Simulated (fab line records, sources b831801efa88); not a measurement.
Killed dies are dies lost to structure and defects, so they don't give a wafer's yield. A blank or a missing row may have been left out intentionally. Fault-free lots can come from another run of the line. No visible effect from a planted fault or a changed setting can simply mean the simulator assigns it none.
Matching of chambers + flow sky130 + SKY_SONOS_ONO_ETCH_15 on rie-diel-02 has 4 sister chambers
The step etches the open film in CHF3/O2, target depth 19.52 nm, time 7.8 s. 8 wafers are shown with their chamber, then 7 later ones without.

WAFERS, EACH WITH ITS CHAMBER
| wafer  | chamber | drypump-motor-current-A (A) | oes-product-au (a.u.) |
|--------|---------|-----------------------------|-----------------------|
| L208.2 | 1       | 5.29                        | 0.999                 |
| L208.6 | 1       | 5.31                        | 0.996                 |
| L211.1 | 2       | 6.05                        | 0.994                 |
| L212.1 | 2       | 6.06                        | 0.992                 |
| L212.3 | 0       | 6.15                        | 0.991                 |
| L212.4 | 3       | 5.59                        | 1.002                 |
| L216.1 | 0       | 6.13                        | 0.998                 |
| L216.2 | 3       | 5.59                        | 0.992                 |

WAFERS WITH NO CHAMBER GIVEN
| wafer  | drypump-motor-current-A (A) | oes-product-au (a.u.) |
|--------|-----------------------------|-----------------------|
| L216.3 | 5.31                        | 0.976                 |
| L221.1 | 5.58                        | 1.013                 |
| L221.4 | 6.15                        | 1.005                 |
| L221.5 | 5.58                        | 1.011                 |
| L222.1 | 5.60                        | 1.009                 |
| L222.2 | 6.13                        | 1.006                 |
| L222.3 | 6.03                        | 0.998                 |

EACH ONE'S CHAMBER
| wafer  | from the rows above | in truth |
|--------|---------------------|----------|
| L216.3 | 1                   | 1        |
| L221.1 | 3                   | 3        |
| L221.4 | 0                   | 0        |
| L221.5 | 3                   | 3        |
| L222.1 | 3                   | 3        |
| L222.2 | 0                   | 0        |
| L222.3 | 2                   | 2        |
Placed correctly: 7 of 7. Left unplaced by these rows: 0. Wrongly placed: 0.
How it was worked out, from the rows above alone: a wafer's distance from a chamber is the root of the sum, over the readings, of the square of ((its reading less the chamber's mean) divided by the reading's scatter). The wafer belongs to the nearest chamber; if the next one is less than 2 further off, it can't be placed. Each chamber's mean is taken over the wafers shown for it. The scatter is the square root of a quotient: the sum, over the shown wafers, of each reading's squared deviation from its chamber's mean, divided by wafers minus chambers.
